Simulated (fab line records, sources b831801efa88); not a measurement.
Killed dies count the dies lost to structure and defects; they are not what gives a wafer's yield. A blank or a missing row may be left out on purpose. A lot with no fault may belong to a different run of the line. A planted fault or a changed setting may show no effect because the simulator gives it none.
A struck lot beside a sound one / flow sky130 / 28 out of 708 route steps
Sound: wafers L199.1, L199.4, L199.5. Wafers L215.1, L215.3, L215.5 were the ones struck. At the end, the cause is stated.
Each step with rows lists, per side, the tool, then ch with its chambers, then its first start. Under that, the readings that differ: sound wafers / struck wafers / difference of the means / sigmas: that difference in standard deviations of wafers without a fault.
alike: a reading whose means differ by less than 2 such deviations, as well as words and numbers matching on both sides. not compared: withheld readings; readings where some wafer has no value; bounds like >300 that might hide an equal value; numbers whose values overlap and for which the record gives no deviation.
Wherever a step has rows on one side only, a row that says differs or no value, or a row with sigmas, the two part there. When numbers do not overlap yet have no deviation, they are printed without sigmas and do not part them. A reading missing from all wafers of one side parts the sides only when that side holds two or more wafers.

first, 3 steps without rows for these wafers: SKY_VIA4_STRIP_14 (strips in post etch residue remover, time 1200 s); SKY_VIA4_CLEAN_15 (cleans in IPA, time 180 s); SKY_VIA4_CLEAN_16 (cleans in O3/DIW).
SKY_VIA4_SPUTTER_17: material TiN, target thk 20 nm, time 80 s.
  struck on pvdSputter-03, day 47 01:58; sound on pvdSputter-01, day 42 16:46
  alike: cathodeDcPowerW, throttleValvePct
SKY_VIA4_CVD_18: deposits W, target thk 505 nm, time 152.14 s.
  sound on cvdW-01 ch 0,1, day 42 16:50; struck on cvdW-01 ch 0,1, day 47 02:01
  alike: heaterPowerOuterW, heaterPowerW
SKY_VIA4_RS_MEAS_19: measurement is done with a four-point probe.
  struck on filmMetro-01, day 47 02:10; sound on filmMetro-01, day 42 16:59
  alike: VIA4_W_RS
SKY_VIA4_THK_MEAS_20: measures by xrf.
  struck on filmMetro-01, day 47 02:17; sound on filmMetro-01, day 42 17:06
  alike: VIA4_W_THK
then, 4 steps without rows for these wafers: SKY_VIA4_CMP_21 (polishes, stops on SiO2, t overpolish 25 s, target thk 0 nm); SKY_METAL5_SPUTTER_00 (material Ti, target thk 15 nm, time 10 s); SKY_METAL5_SPUTTER_01 (material TiN, target thk 20 nm, time 16.7 s); SKY_METAL5_SPUTTER_02 (material AlCu, target thk 1150 nm, time 61.2 s).
SKY_METAL5_SPUTTER_03: material Ti, target thk 5 nm, time 3.3 s.
  struck on pvdSputter-04, day 47 02:45; sound on pvdSputter-04, day 42 17:38
  alike: cathodeDcPowerW, throttleValvePct
SKY_METAL5_SPUTTER_04: material TiN, target thk 70 nm, time 58.3 s.
  struck on pvdSputter-04, day 47 02:46; sound on pvdSputter-04, day 42 17:39
reading=cathodeDcPowerW (W); sound=6501.0 6500.1 6500.8; struck=6171.8 6172.6 6173.7; difference=-327.9; sigmas=-99 or more
reading=model.TiN_of_METAL5_SPUTTER_04.thkNm (nm); sound=72.48 71 72.61; struck=66.48 65.87 66.68; difference=-5.69; sigmas=
  alike: throttleValvePct
SKY_METAL5_RS_MEAS_05: measurement is done with a four-point probe.
  struck on filmMetro-02, day 47 02:49; sound on filmMetro-02, day 42 17:42
  alike: METAL5_ALCU_RS
SKY_METAL5_THK_MEAS_06: measures by xrf.
  struck on filmMetro-02, day 47 02:56; sound on filmMetro-02, day 42 17:49
reading=METAL5_ALCU_THK (nm); sound=1129 1125 1130; struck=1174 1153 1171; difference=+38; sigmas=+2
then, 8 steps without rows for these wafers: SKY_METAL5_DEHYDRATE_07 (time 60 s); SKY_METAL5_HMDS_08 (prime time 60 s); SKY_METAL5_COAT_09 (resist thk 1800 nm); SKY_METAL5_SOFTBAKE_10 (time 60 s); SKY_METAL5_EXPOSE_11 (exposes mask MM5, target cd 1600 nm); SKY_METAL5_PEB_12; SKY_METAL5_DEVELOP_13 (develop time 60 s); SKY_METAL5_DESCUM_14 (chemistry O2, time 11 s).
SKY_METAL5_METAL_ETCH_15: etches the open film in Cl2/BCl3, stops on SiO2, target depth 1260 nm, time 252 s.
  sound on rieMetal-01 ch 0,1, day 43 17:38; struck on rieMetal-04 ch 0,1, day 47 22:29
  alike: drypumpMotorCurrentA, oesProductAu, throttleValvePct
  not compared: rfHoursCounterH
SKY_METAL5_STRIP_16: strips in O2/N2.
  sound on plasmaAsher-01 ch 0,1, day 43 17:52; struck on plasmaAsher-01 ch 0,1, day 47 22:44
  alike: drypumpMotorCurrentA, oesProductAu, stripTimeToEndpointS
  not compared: rfHoursCounterH
SKY_METAL5_STRIP_17: strips in post etch residue remover, time 1200 s.
  sound on wetBench-04 ch 1, day 43 17:58; struck on wetBench-03 ch 3, day 47 22:50
reading=model.TiN_of_METAL5_SPUTTER_04.thkNm (nm); sound=72.07 70.59 72.2; struck=66.06 65.45 66.26; difference=-5.70; sigmas=
then, 1 step without rows for these wafers: SKY_METAL5_CLEAN_18 (cleans in IPA, time 180 s).
SKY_PAD_OPEN_PROBE_99:
  struck on prober-01, day 49 16:24; sound on prober-01, day 45 16:36
  alike: defectLimitedYield, killed_at_M0_to_M3, killed_at_M4_up, killedAtContacts, killedAtFrontEnd, killedAtOther, killedDies, killedOpen, killedShort, sort_bin_3_pad_short, sort_bin_5_function, sort_bin_6_memory, sort_bin_8_speed, sortNPass, sortYieldPct

== WHERE THEY PART ==
At SKY_METAL5_SPUTTER_04 first; at SKY_METAL5_THK_MEAS_06 last (within this record only). Later steps at which nothing parts them and some readings are alike: SKY_METAL5_METAL_ETCH_15, SKY_METAL5_STRIP_16, SKY_PAD_OPEN_PROBE_99.

WHY: what had been put in by the simulator
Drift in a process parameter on pvdSputter-04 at SKY_METAL5_SPUTTER_04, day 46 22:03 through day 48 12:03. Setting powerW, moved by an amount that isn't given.
